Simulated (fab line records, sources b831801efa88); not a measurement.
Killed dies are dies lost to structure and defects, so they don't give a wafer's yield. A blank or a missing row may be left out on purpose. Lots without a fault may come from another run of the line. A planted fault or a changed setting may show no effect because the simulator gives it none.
fab line records | flow gf180mcu | part 1 of 2: steps 1 to 30 of 41
record lots=5 wafers=15 last_day=34
route steps=602 shown M4@457 V4@476
lots that met no fault: from a run of the same line without faults
start_h: hours from the record's first day to the start of the lot's first wafer shown | wait_h: hours since the lot's step before | " the same as in the row above | L1.1+2: a row that stands for several wafers | - no value, or no start given | * or withheld: withheld | < > ~ a bound
route shown NAME@n: a module of which the file shows steps, and the number in the route of the first | usual: mean/standard deviation of fault-free wafers | same: alike in all rows | chamber/n: place in a boat | sites: the reading at each site | _std_site: their standard deviation | _edge_site: outer sites' mean less inner sites' | radius_mm: how far each site lies from the wafer's centre | mask NAME#n: copy n | behind: the tool/chamber that last shaped the wafer | hold: why the lot was held/for how many hours/how that ended | device: the transistor (n, p or np) that didn't switch | end of line: the same wafers' tests at the end of the route | a step without rows: its recipe alone | killed: dies lost to structure and defects at the first sort, not the wafer's yield | map: a wafer's dies, x killed, . not, _ none there
set.NAME: the setting as run; set.NAME@STEP: as run at that earlier step | model.NAME: the simulator's own value behind a step, which no gauge read
lots at some steps of the route; a table a step, a row a wafer
services: from which hour (start_h, from the record's first day; less than 0 if before it) a tool's chamber was out of use, for how many hours, and why
## steps
# step GF_M4_SPUTTER_01
# recipe material=TiN target_thk_nm=30 power_w=6500 time_s=25 chamber_pressure_pa=0.4
# usual throttle_valve_pct=29.8/1
# columns lot.wafer tool chamber start_h wait_h throttle_valve_pct
L076.1 pvd_sputter-02 - 541.93 0.1 28.6
L076.3 " - " " 28.8
L076.4 " - " " 30.8
L077.1 pvd_sputter-04 - 551.64 0.1 29.8
L077.4 " - " " 30.4
L077.6 " - " " 30.3
L083.1 pvd_sputter-03 - 601.64 0.1 28.8
L083.2 " - " " 30.3
L083.3 " - " " 29.9
L088.1 pvd_sputter-04 - 644.64 0.1 28.5
L088.4 " - " " 32.0
L088.5 " - " " 28.4
L096.1 pvd_sputter-04 - 691.94 0.1 28.5
L096.4 " - " " 29.8
L096.5 " - " " 30.4
# step GF_M4_SPUTTER_02
# recipe material=AlCu target_thk_nm=450 power_w=10600 time_s=23.9 chamber_pressure_pa=0.4
# usual throttle_valve_pct=29.8/1
# columns lot.wafer tool chamber start_h wait_h throttle_valve_pct
L076.1 pvd_sputter-02 - 541.96 0.0 28.8
L076.3 " - " " 28.7
L076.4 " - " " 30.8
L077.1 pvd_sputter-04 - 551.67 0.0 29.4
L077.4 " - " " 30.7
L077.6 " - " " 30.4
L083.1 pvd_sputter-03 - 601.67 0.0 28.9
L083.2 " - " " 30.1
L083.3 " - " " 30.0
L088.1 pvd_sputter-04 - 644.67 0.0 28.6
L088.4 " - " " 31.7
L088.5 " - " " 28.5
L096.1 pvd_sputter-04 - 691.97 0.0 28.3
L096.4 " - " " 29.4
L096.5 " - " " 30.4
# step GF_M4_SPUTTER_03
# recipe material=Ti target_thk_nm=10 substrate_temp_c=300 chamber_pressure_pa=0.3 power_w=3000 time_s=6.7
# usual throttle_valve_pct=29.8/1
# columns lot.wafer tool chamber start_h wait_h throttle_valve_pct
L076.1 pvd_sputter-02 - 541.99 0.0 28.8
L076.3 " - " " 28.6
L076.4 " - " " 30.6
L077.1 pvd_sputter-04 - 551.70 0.0 29.5
L077.4 " - " " 30.6
L077.6 " - " " 30.6
L083.1 pvd_sputter-03 - 601.70 0.0 29.1
L083.2 " - " " 30.2
L083.3 " - " " 30.2
L088.1 pvd_sputter-04 - 644.70 0.0 28.6
L088.4 " - " " 31.4
L088.5 " - " " 28.4
L096.1 pvd_sputter-04 - 692.00 0.0 28.4
L096.4 " - " " 29.6
L096.5 " - " " 30.6
# step GF_M4_SPUTTER_04
# recipe material=TiN target_thk_nm=50 power_w=6500 time_s=41.7 chamber_pressure_pa=0.4
# usual throttle_valve_pct=29.8/1
# columns lot.wafer tool chamber start_h wait_h throttle_valve_pct
L076.1 pvd_sputter-02 - 542.01 0.0 28.7
L076.3 " - " " 28.6
L076.4 " - " " 30.5
L077.1 pvd_sputter-04 - 551.72 0.0 29.6
L077.4 " - " " 30.4
L077.6 " - " " 30.5
L083.1 pvd_sputter-03 - 601.72 0.0 28.8
L083.2 " - " " 29.9
L083.3 " - " " 30.0
L088.1 pvd_sputter-04 - 644.72 0.0 28.3
L088.4 " - " " 31.7
L088.5 " - " " 28.6
L096.1 pvd_sputter-04 - 692.02 0.0 28.6
L096.4 " - " " 29.5
L096.5 " - " " 30.5
# step GF_M4_RS_MEAS_05
# recipe thk_meas_gauge=four-point-probe reads=TiN_of_M4_SPUTTER_04+Ti_of_M4_SPUTTER_03+AlCu_of_M4_SPUTTER_02+TiN_of_M4_SPUTTER_01+Ti_of_M4_SPUTTER_00
# usual M4_ALCU_RS=0.0693/0.00074
# columns lot.wafer tool chamber start_h wait_h M4_ALCU_RS[ohm/sq]
L076.1 film_metro-03 - 542.05 0.0 0.0700
L076.3 " - " " 0.0694
L076.4 " - " " 0.0698
L077.1 film_metro-03 - 551.76 0.0 0.0687
L077.4 " - " " 0.0686
L077.6 " - " " 0.0677
L083.1 film_metro-01 - 601.76 0.0 0.0691
L083.2 " - " " 0.0698
L083.3 " - " " 0.0686
L088.1 film_metro-02 - 644.76 0.0 0.0690
L088.4 " - " " 0.0687
L088.5 " - " " 0.0692
L096.1 film_metro-02 - 692.06 0.0 0.0688
L096.4 " - " " 0.0696
L096.5 " - " " 0.0694
# step GF_M4_THK_MEAS_06
# recipe thk_meas_gauge=xrf reads=AlCu_of_M4_SPUTTER_02
# usual M4_ALCU_THK=454/5.1
# columns lot.wafer tool chamber start_h wait_h M4_ALCU_THK[nm]
L076.1 film_metro-03 - 542.17 0.1 450
L076.3 " - " " 457
L076.4 " - " " 451
L077.1 film_metro-03 - 551.88 0.1 457
L077.4 " - " " 460
L077.6 " - " " 464
L083.1 film_metro-01 - 601.88 0.1 457
L083.2 " - " " 450
L083.3 " - " " 460
L088.1 film_metro-02 - 644.88 0.1 456
L088.4 " - " " 457
L088.5 " - " " 453
L096.1 film_metro-02 - 692.18 0.1 456
L096.4 " - " " 449
L096.5 " - " " 453
# step GF_M4_DEHYDRATE_07
# recipe temp_c=200 time_s=60
# columns lot.wafer tool chamber start_h wait_h
L076.1+3+4 litho_track-04 0 553.03 10.8
L077.1+4+6 litho_track-03 0 562.61 10.7
L083.1+2+3 litho_track-02 0 611.67 9.8
L088.1+4+5 litho_track-03 0 653.91 9.0
L096.1+4+5 litho_track-04 0 700.37 8.2
# step GF_M4_HMDS_08
# recipe prime_time_s=60 prime_temp_c=120
# columns lot.wafer tool chamber start_h wait_h
L076.1+3+4 litho_track-04 0 553.18 0.1
L077.1+4+6 litho_track-03 0 562.76 0.1
L083.1+2+3 litho_track-02 0 611.82 0.1
L088.1+4+5 litho_track-03 0 654.06 0.1
L096.1+4+5 litho_track-04 0 700.52 0.1
# step GF_M4_COAT_09
# recipe resist=KrF spin_rpm=withheld resist_thk_nm=1000
# columns lot.wafer tool chamber start_h wait_h
L076.1+3+4 litho_track-04 0 553.33 0.1
L077.1+4+6 litho_track-03 0 562.91 0.1
L083.1+2+3 litho_track-02 0 611.97 0.1
L088.1+4+5 litho_track-03 0 654.21 0.1
L096.1+4+5 litho_track-04 0 700.67 0.1
# step GF_M4_SOFTBAKE_10
# recipe temp_c=130 time_s=60 resist=KrF
# columns lot.wafer tool chamber start_h wait_h
L076.1+3+4 litho_track-04 0 553.48 0.1
L077.1+4+6 litho_track-03 0 563.06 0.1
L083.1+2+3 litho_track-02 0 612.12 0.1
L088.1+4+5 litho_track-03 0 654.36 0.1
L096.1+4+5 litho_track-04 0 700.82 0.1
# step GF_M4_EXPOSE_11
# recipe mask_id=Metal4 target_cd_nm=280 na=0.68 source_shape=conventional sigma_outer=0.6 dose_mj=28
# usual stage_vel_mm_s=500.04/0.28
# columns lot.wafer tool chamber start_h wait_h mask stage_vel_mm_s
L076.1 krf_scanner-01 0 - - Metal4#0 500.49
L076.3 " 0 " " Metal4#0 500.42
L076.4 " 0 " " Metal4#0 500.56
L077.1 krf_scanner-01 0 - - Metal4#0 500.54
L077.4 " 0 " " Metal4#0 499.80
L077.6 " 0 " " Metal4#0 500.42
L083.1 krf_scanner-01 0 - - Metal4#0 499.75
L083.2 " 0 " " Metal4#0 500.05
L083.3 " 0 " " Metal4#0 500.14
L088.1 krf_scanner-02 0 - - Metal4#0 500.27
L088.4 " 0 " " Metal4#0 500.20
L088.5 " 0 " " Metal4#0 500.61
L096.1 krf_scanner-01 0 - - Metal4#0 499.93
L096.4 " 0 " " Metal4#0 500.41
L096.5 " 0 " " Metal4#0 499.92
# step GF_M4_PEB_12
# recipe peb_temp_c=135 peb_time_s=90 resist=KrF
# columns lot.wafer tool chamber start_h wait_h
L076.1+3+4 litho_track-02 0 - -
L077.1+4+6 litho_track-04 0 - -
L083.1+2+3 litho_track-03 0 - -
L088.1+4+5 litho_track-02 0 - -
L096.1+4+5 litho_track-03 0 - -
# step GF_M4_DEVELOP_13
# recipe develop_time_s=60 dev_temp_c=21
# columns lot.wafer tool chamber start_h wait_h
L076.1+3+4 litho_track-02 0 564.17 0.2
L077.1+4+6 litho_track-04 0 573.98 0.2
L083.1+2+3 litho_track-03 0 623.21 0.2
L088.1+4+5 litho_track-02 0 664.27 0.2
L096.1+4+5 litho_track-03 0 710.06 0.2
# step GF_M4_CD_MEAS_14
# recipe target_cd_nm=280
# usual cd_nm=279.9/1.1
# columns lot.wafer tool chamber start_h wait_h cd_nm
L076.1 cd_sem-01 - 564.32 0.1 277.8
L076.3 " - " " 279.7
L076.4 " - " " 278.5
L077.1 cd_sem-02 - 574.13 0.1 279.5
L077.4 " - " " 280.5
L077.6 " - " " 279.0
L083.1 cd_sem-02 - 623.36 0.1 279.6
L083.2 " - " " 279.6
L083.3 " - " " 278.9
L088.1 cd_sem-02 - 664.42 0.1 281.6
L088.4 " - " " 282.6
L088.5 " - " " 281.2
L096.1 cd_sem-02 - 710.21 0.1 279.1
L096.4 " - " " 278.9
L096.5 " - " " 279.3
# step GF_M4_OVL_MEAS_15
# usual M4_OVL=0/5.2
# columns lot.wafer tool chamber start_h wait_h M4_OVL[nm]
L076.1 overlay-02 - 564.44 0.1 2
L076.3 " - " " 1
L076.4 " - " " 4
L077.1 overlay-01 - 574.25 0.1 0
L077.4 " - " " 1
L077.6 " - " " -2
L083.1 overlay-01 - 623.48 0.1 6
L083.2 " - " " 3
L083.3 " - " " 0
L088.1 overlay-01 - 664.54 0.1 1
L088.4 " - " " 4
L088.5 " - " " 3
L096.1 overlay-01 - 710.33 0.1 -7
L096.4 " - " " -4
L096.5 " - " " -4
# step GF_M4_METAL_ETCH_16
# recipe chemistry=Cl2/BCl3 mask_material=KrF target_depth_nm=750.8 stop_on=SiO2 pressure_mtorr=8 icp_w=800 bias_w=140 Cl2_flow_sccm=80 bcl3_flow_sccm=40 time_s=125.1
# usual bcl3_flow_sccm=39.99/0.12 drypump_motor_current_A=5.5/0.42 mfc_cl2_sccm=79.99/0.23 oes_product_au=0.989/0.0098 throttle_valve_pct=28.231/0.013
# columns lot.wafer tool chamber start_h wait_h bcl3_flow_sccm drypump_motor_current_A mfc_cl2_sccm oes_product_au rf_hours_counter_h throttle_valve_pct
L076.1 rie_metal-04 1 564.48 0.0 40.00 5.2 80.41 0.966 2 28.257
L076.3 " 0 " " 40.05 5.1 79.92 0.987 - 28.231
L076.4 " 1 " " 40.23 5.2 79.96 0.960 - 28.254
L077.1 rie_metal-04 1 574.28 0.0 39.99 5.2 80.40 0.971 2 28.268
L077.4 " 1 " " 39.86 5.2 80.01 0.974 - 28.244
L077.6 " 0 " " 40.08 5.1 80.25 0.993 - 28.220
L083.1 rie_metal-01 0 623.52 0.0 39.98 5.8 80.24 0.997 13 28.219
L083.2 " 0 " " 40.11 5.7 79.93 0.994 - 28.213
L083.3 " 0 " " 39.98 5.7 79.92 0.995 - 28.218
L088.1 rie_metal-02 1 664.58 0.0 39.98 4.9 80.04 0.992 7 28.242
L088.4 " 1 " " 39.96 4.9 79.46 0.988 - 28.225
L088.5 " 1 " " 40.10 4.9 79.63 0.988 - 28.238
L096.1 rie_metal-01 0 710.37 0.0 40.06 5.7 80.11 0.983 1 28.234
L096.4 " 0 " " 39.90 5.7 79.99 0.981 - 28.238
L096.5 " 0 " " 40.00 5.7 80.30 0.989 - 28.243
# step GF_M4_STRIP_17
# recipe chemistry=O2/N2 power_w=1400 pressure_mtorr=1500 platen_temp_c=250 o2_flow_sccm=3000 n2_flow_sccm=300 overash_fraction=0.5
# usual drypump_motor_current_A=5.9/0.4 heater_power_w=347/41 oes_product_au=0.537/0.0054 platen_temp_c=250.00/0.18 strip_time_to_endpoint_s=7.36/0.074
# columns lot.wafer tool chamber start_h wait_h drypump_motor_current_A heater_power_w oes_product_au platen_temp_c rf_hours_counter_h strip_time_to_endpoint_s
L076.1 plasma_asher-03 0 564.61 0.1 6.4 390 0.544 250.29 78 7.51
L076.3 " 1 " " 6.3 331 0.544 249.94 - 7.35
L076.4 " 0 " " 6.4 378 0.548 250.37 - 7.51
L077.1 plasma_asher-01 0 574.41 0.1 5.5 373 0.544 249.76 14 7.50
L077.4 " 0 " " 5.5 377 0.543 249.85 - 7.49
L077.6 " 1 " " 6.0 394 0.537 250.07 - 7.32
L083.1 plasma_asher-03 0 623.78 0.2 6.4 389 0.542 249.93 84 7.30
L083.2 " 1 " " 6.3 332 0.532 250.06 84 7.29
L083.3 " 1 " " 6.3 327 0.527 249.84 - 7.29
L088.1 plasma_asher-02 1 664.71 0.1 5.5 306 0.533 250.20 104 7.41
L088.4 " 1 " " 5.5 309 0.539 249.95 - 7.37
L088.5 " 1 " " 5.5 306 0.534 250.11 - 7.39
L096.1 plasma_asher-01 1 710.50 0.1 6.0 388 0.543 250.02 28 7.45
L096.4 " 1 " " 6.0 386 0.540 249.67 - 7.47
L096.5 " 1 " " 6.0 387 0.535 249.84 - 7.42
# step GF_M4_STRIP_18
# recipe chemistry=post_etch_residue_remover time_s=1200 temp_c=72.5
# columns lot.wafer tool chamber start_h wait_h
L076.1+3+4 wet_bench-01 2 564.71 0.1
L077.1+4+6 wet_bench-02 3 574.51 0.1
L083.1+2+3 wet_bench-02 3 623.88 0.1
L088.1+4+5 wet_bench-02 3 664.81 0.1
L096.1+4+5 wet_bench-01 3 710.60 0.1
# step GF_M4_CLEAN_19
# recipe chemistry=DIW dry=n2_spin
# columns lot.wafer tool chamber start_h wait_h
L076.1+3+4 wet_bench-03 1 565.05 0.0
L077.1+4+6 wet_bench-01 0 574.85 0.0
L083.1+2+3 wet_bench-01 2 624.22 0.0
L088.1+4+5 wet_bench-03 3 665.15 0.0
L096.1+4+5 wet_bench-01 3 710.94 0.0
# step GF_V4_CVD_00
# recipe material=SiO2 target_thk_nm=600 sigma_open_frac=0.3 temp_c=400 time_s=100 sih4_flow_sccm=60 pressure_mtorr=6
# columns lot.wafer tool chamber start_h wait_h
L076.1+3+4 hdpcvd-01 0,1,0 565.15 0.0
L077.1+4+6 hdpcvd-01 2,0,1 574.94 0.0
L083.1+2+3 hdpcvd-01 1,2,0 624.40 0.0
L088.1+4+5 hdpcvd-01 1,0,2 665.24 0.0
L096.1+4+5 hdpcvd-01 0,2,1 711.03 0.0
# step GF_V4_THK_MEAS_01
# recipe reads=SiO2_of_V4_CVD_00
# usual V4_CVD_00_THK=601/8.1
# columns lot.wafer tool chamber start_h wait_h V4_CVD_00_THK[nm]
L076.1 film_metro-03 - 565.22 0.0 594
L076.3 " - " " 611
L076.4 " - " " 582
L077.1 film_metro-04 - 575.02 0.0 602
L077.4 " - " " 588
L077.6 " - " " 605
L083.1 film_metro-01 - 624.48 0.0 613
L083.2 " - " " 604
L083.3 " - " " 592
L088.1 film_metro-03 - 665.31 0.0 616
L088.4 " - " " 598
L088.5 " - " " 605
L096.1 film_metro-01 - 711.10 0.0 592
L096.4 " - " " 607
L096.5 " - " " 608
# step GF_V4_CVD_02
# recipe material=SiO2 target_thk_nm=850 precursor=TEOS temp_c=400 time_s=94.851 rf_w=600
# usual heater_power_outer_w=406/61 heater_power_w=689/96
# columns lot.wafer tool chamber start_h wait_h heater_power_outer_w heater_power_w since_wet_clean_h
L076.1 pecvd-02 1 565.28 0.1 447 706 807
L076.3 " 0 " " 420 831 807
L076.4 " 0 " " 459 907 -
L077.1 pecvd-03 0 575.08 0.1 524 841 400
L077.4 " 0 " " 417 681 -
L077.6 " 1 " " 454 688 -
L083.1 pecvd-02 1 624.54 0.1 391 670 19
L083.2 " 0 " " 444 800 19
L083.3 " 2 " " 429 737 19
L088.1 pecvd-03 2 665.37 0.1 337 627 491
L088.4 " 2 " " 392 709 -
L088.5 " 1 " " 386 575 -
L096.1 pecvd-02 0 711.16 0.1 453 842 106
L096.4 " 1 " " 339 580 -
L096.5 " 0 " " 476 879 -
# step GF_V4_THK_MEAS_03
# recipe reads=SiO2_of_V4_CVD_02
# usual V4_CVD_02_THK=852/12
# columns lot.wafer tool chamber start_h wait_h V4_CVD_02_THK[nm]
L076.1 film_metro-01 - 565.35 0.0 854
L076.3 " - " " 833
L076.4 " - " " 846
L077.1 film_metro-03 - 575.15 0.0 842
L077.4 " - " " 850
L077.6 " - " " 855
L083.1 film_metro-01 - 624.60 0.0 856
L083.2 " - " " 816
L083.3 " - " " 844
L088.1 film_metro-01 - 665.44 0.0 849
L088.4 " - " " 856
L088.5 " - " " 859
L096.1 film_metro-04 - 711.23 0.0 833
L096.4 " - " " 875
L096.5 " - " " 844
# step GF_V4_CMP_04
# recipe material=SiO2 down_force_psi=4 platen_rpm=60 pad_velocity_m_s=0.94248
# usual edge_zone_pressure_frac=1.000/0.0051 head_pressure_psi=4.000/0.0082 motor_current_A=12.1/1.1 time_to_endpoint_s=84/5.7
# columns lot.wafer tool chamber start_h wait_h edge_zone_pressure_frac head_pressure_psi motor_current_A time_to_endpoint_s
L076.3 cmp-01 3 565.46 0.1 0.994 3.991 11.1 82
L076.4 " 0 " " 0.998 3.997 13.1 81
L076.1 " 1 " " 0.995 3.996 11.4 94
L077.1 cmp-01 0 575.47 0.3 0.997 3.999 13.5 77
L077.4 " 2 " " 0.994 4.011 12.1 81
L077.6 " 0 " " 0.994 4.007 13.3 84
L083.1 cmp-01 0 624.66 0.1 0.999 3.997 14.2 84
L083.3 " 1 " " 0.996 4.006 11.5 83
L083.2 " 3 " " 1.003 3.998 11.4 72
L088.4 cmp-01 2 665.50 0.0 1.001 3.989 12.6 91
L088.1 " 3 " " 0.994 4.003 11.2 86
L088.5 " 3 " " 0.999 4.003 11.6 89
L096.1 cmp-01 0 711.29 0.1 1.001 4.007 13.6 74
L096.4 " 2 " " 1.003 3.995 11.9 88
L096.5 " 1 " " 1.003 3.998 11.5 80
# step GF_V4_BOW_MEAS_05
# recipe mode=bow
# usual V4_BOW=134/7.7
# columns lot.wafer tool chamber start_h wait_h V4_BOW[um]
L076.1 film_metro-04 - 565.71 0.1 132
L076.3 " - " " 133
L076.4 " - " " 127
L077.1 film_metro-01 - 575.72 0.2 129
L077.4 " - " " 128
L077.6 " - " " 137
L083.1 film_metro-04 - 624.96 0.2 135
L083.2 " - " " 121
L083.3 " - " " 126
L088.1 film_metro-01 - 665.80 0.2 120
L088.4 " - " " 125
L088.5 " - " " 121
L096.1 film_metro-01 - 711.59 0.2 129
L096.4 " - " " 143
L096.5 " - " " 128
# step GF_V4_DEHYDRATE_06
# recipe temp_c=200 time_s=60
# columns lot.wafer tool chamber start_h wait_h
L076.1+3+4 litho_track-03 0 576.61 10.9
L077.1+4+6 litho_track-02 0 586.12 10.4
L083.1+2+3 litho_track-02 0 634.67 9.7
L088.1+4+5 litho_track-03 0 675.11 9.3
L096.1+4+5 litho_track-01 0 719.63 8.0
# step GF_V4_HMDS_07
# recipe prime_time_s=60 prime_temp_c=120
# columns lot.wafer tool chamber start_h wait_h
L076.1+3+4 litho_track-03 0 576.76 0.1
L077.1+4+6 litho_track-02 0 586.27 0.1
L083.1+2+3 litho_track-02 0 634.82 0.1
L088.1+4+5 litho_track-03 0 675.26 0.1
L096.1+4+5 litho_track-01 0 719.78 0.1
# step GF_V4_COAT_08
# recipe resist=BARC temp_c=withheld time_s=withheld spin_rpm=withheld resist_thk_nm=withheld
# columns lot.wafer tool chamber start_h wait_h
L076.1+3+4 litho_track-03 0 576.91 0.1
L077.1+4+6 litho_track-02 0 586.42 0.1
L083.1+2+3 litho_track-02 0 634.97 0.1
L088.1+4+5 litho_track-03 0 675.41 0.1
L096.1+4+5 litho_track-01 0 719.93 0.1
# step GF_V4_COAT_09
# recipe resist=KrF spin_rpm=withheld resist_thk_nm=1000
# columns lot.wafer tool chamber start_h wait_h
L076.1+3+4 litho_track-03 0 - -
L077.1+4+6 litho_track-02 0 - -
L083.1+2+3 litho_track-02 0 - -
L088.1+4+5 litho_track-03 0 - -
L096.1+4+5 litho_track-01 0 - -
# step GF_V4_SOFTBAKE_10
# recipe temp_c=130 time_s=60 resist=KrF
# columns lot.wafer tool chamber start_h wait_h
L076.1+3+4 litho_track-03 0 - -
L077.1+4+6 litho_track-02 0 - -
L083.1+2+3 litho_track-02 0 - -
L088.1+4+5 litho_track-03 0 - -
L096.1+4+5 litho_track-01 0 - -
